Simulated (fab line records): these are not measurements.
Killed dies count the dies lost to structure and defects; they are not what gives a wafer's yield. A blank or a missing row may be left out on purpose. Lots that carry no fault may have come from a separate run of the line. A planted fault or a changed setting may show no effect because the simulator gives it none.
Struck lot and sound lot, side by side -- flow sky130 -- 43 out of 708 route steps
Sound: the wafers L920.4, L920.5, L920.6. Struck: wafers L929.1, L929.5. (L929.6 of the same lot was not struck and is left out.) The cause comes at the end.
Each step with rows lists, per side, the tool, then ch with its chambers, then its first start. Under that, the readings that differ: sound wafers -- struck wafers -- difference of the means -- sigmas: that difference in standard deviations of wafers without a fault.
alike: same words and numbers on both sides, and readings whose means sit less than 2 such deviations apart. not compared: any withheld reading, any reading some wafer has no value for, any bound like >300 that may hide the same value, and any number with overlapping values for which the record gives no deviation.
The two part at a step that has a row with sigmas, a row that says differs or no value, or rows on one side only. Numbers that have no deviation but don't overlap get no sigmas and don't part them. A reading that every wafer of one side lacks parts them only if that side has two wafers or more.

first, 1 step without rows for these wafers: SKY_VT_ADJUST_LVTN_IMPLANT_08.
SKY_VT_ADJUST_LVTN_STRIP_09: strips in O2/N2.
  sound on plasma-asher-01 ch 0,1, day 7 23:08; struck on plasma-asher-02 ch 0, day 10 13:48
reading,sound,struck,difference,sigmas
drypump-motor-current-A (A),5.3 5.4 5.3,6.4 6.4,+1.1,+3
  alike: o2-flow-sccm, oes-product-au, strip-time-to-endpoint-s
  not compared: rf-hours-counter-h
SKY_VT_ADJUST_LVTN_TW_MEAS_10:
  sound on film-metro-02, day 7 23:14; struck on film-metro-02, day 10 13:54
  alike: VT_ADJUST_LVTN_TW
then, 7 steps without rows for these wafers: SKY_VT_ADJUST_LVTN_DEHYDRATE_11 (time 60 s); SKY_VT_ADJUST_LVTN_HMDS_12 (prime time 60 s); SKY_VT_ADJUST_LVTN_COAT_13 (resist thk 1140 nm); SKY_VT_ADJUST_LVTN_SOFTBAKE_14 (time 60 s); SKY_VT_ADJUST_LVTN_EXPOSE_15 (exposes mask HVN STD DERIVED, target cd 600 nm); SKY_VT_ADJUST_LVTN_PEB_16; SKY_VT_ADJUST_LVTN_DEVELOP_17 (develop time 60 s).
SKY_VT_ADJUST_LVTN_OVL_MEAS_18:
  sound on overlay-01, day 8 18:08; struck on overlay-02, day 11 13:58
  alike: VT_ADJUST_LVTN_01_OVL
following that, these wafers have no rows for 1 step: SKY_VT_ADJUST_LVTN_IMPLANT_19.
SKY_VT_ADJUST_LVTN_STRIP_20: strips in O2/N2.
  sound on plasma-asher-02 ch 0,1, day 8 18:20; struck on plasma-asher-01 ch 1, day 11 14:09
  alike: drypump-motor-current-A, o2-flow-sccm, oes-product-au, strip-time-to-endpoint-s
  not compared: rf-hours-counter-h
SKY_VT_ADJUST_LVTN_TW_MEAS_21:
  sound on film-metro-01, day 8 18:26; struck on film-metro-03, day 11 14:15
  alike: VT_ADJUST_LVTN_2_TW
then, 7 steps without rows for these wafers: SKY_VT_ADJUST_NCORE_DEHYDRATE_00 (time 60 s); SKY_VT_ADJUST_NCORE_HMDS_01 (prime time 60 s); SKY_VT_ADJUST_NCORE_COAT_02 (resist thk 1140 nm); SKY_VT_ADJUST_NCORE_SOFTBAKE_03 (time 60 s); SKY_VT_ADJUST_NCORE_EXPOSE_04 (exposes mask LVTN COMPLEMENT THIN, target cd 380 nm); SKY_VT_ADJUST_NCORE_PEB_05; SKY_VT_ADJUST_NCORE_DEVELOP_06 (develop time 60 s).
SKY_VT_ADJUST_NCORE_CD_MEAS_07: target cd 380 nm.
  sound on cd-sem-01, day 9 16:00; struck on cd-sem-02, day 12 14:05
  alike: cd-nm
SKY_VT_ADJUST_NCORE_OVL_MEAS_08:
  sound on overlay-01, day 9 16:04; struck on overlay-02, day 12 14:12
  alike: VT_ADJUST_NCORE_OVL
following that, these wafers have no rows for 1 step: SKY_VT_ADJUST_NCORE_IMPLANT_09.
SKY_VT_ADJUST_NCORE_STRIP_10: strips in O2/N2.
  sound on plasma-asher-03 ch 0,1, day 9 16:16; struck on plasma-asher-04 ch 0, day 12 14:23
  alike: drypump-motor-current-A, o2-flow-sccm, oes-product-au, strip-time-to-endpoint-s
  not compared: rf-hours-counter-h
SKY_VT_ADJUST_NCORE_TW_MEAS_11:
  sound on film-metro-02, day 9 16:22; struck on film-metro-02, day 12 14:29
  alike: VT_ADJUST_NCORE_TW
then, 7 steps without rows for these wafers: SKY_VT_ADJUST_HVTR_DEHYDRATE_00 (time 60 s); SKY_VT_ADJUST_HVTR_HMDS_01 (prime time 60 s); SKY_VT_ADJUST_HVTR_COAT_02 (resist thk 1140 nm); SKY_VT_ADJUST_HVTR_SOFTBAKE_03 (time 60 s); SKY_VT_ADJUST_HVTR_EXPOSE_04 (exposes mask HVTRM, target cd 380 nm); SKY_VT_ADJUST_HVTR_PEB_05; SKY_VT_ADJUST_HVTR_DEVELOP_06 (develop time 60 s).
SKY_VT_ADJUST_HVTR_CD_MEAS_07: target cd 380 nm.
  sound on cd-sem-02, day 10 14:48; struck on cd-sem-02, day 13 15:11
  alike: cd-nm
SKY_VT_ADJUST_HVTR_OVL_MEAS_08:
  sound on overlay-02, day 10 14:52; struck on overlay-02, day 13 15:18
  alike: VT_ADJUST_HVTR_OVL
following that, these wafers have no rows for 1 step: SKY_VT_ADJUST_HVTR_IMPLANT_09.
SKY_VT_ADJUST_HVTR_STRIP_10: strips in O2/N2.
  sound on plasma-asher-01 ch 0,1, day 10 15:04; struck on plasma-asher-04 ch 0,1, day 13 15:29
  alike: drypump-motor-current-A, o2-flow-sccm, oes-product-au, strip-time-to-endpoint-s
  not compared: rf-hours-counter-h
SKY_VT_ADJUST_HVTR_TW_MEAS_11:
  sound on film-metro-03, day 10 15:10; struck on film-metro-01, day 13 15:35
  alike: VT_ADJUST_HVTR_TW
then, 4 steps without rows for these wafers: SKY_VT_ADJUST_PCH_DEHYDRATE_00 (time 60 s); SKY_VT_ADJUST_PCH_HMDS_01 (prime time 60 s); SKY_VT_ADJUST_PCH_COAT_02 (resist thk 3000 nm); SKY_VT_ADJUST_PCH_SOFTBAKE_03.
-- here the record skips 35 days between the struck wafers' starts before and after, leaving off in module VT_ADJUST_PCH and picking up in module PAD_OPEN (first step shown: number 708 of the route) --
SKY_PAD_OPEN_PROBE_99:
  only the struck wafers here have rows in the record (prober-02, day 49 03:23); the sound ones have none

== WHERE THEY PART ==
At SKY_VT_ADJUST_LVTN_STRIP_09 first; at SKY_PAD_OPEN_PROBE_99 last (within this record only).

WHY: whatever the simulator had introduced
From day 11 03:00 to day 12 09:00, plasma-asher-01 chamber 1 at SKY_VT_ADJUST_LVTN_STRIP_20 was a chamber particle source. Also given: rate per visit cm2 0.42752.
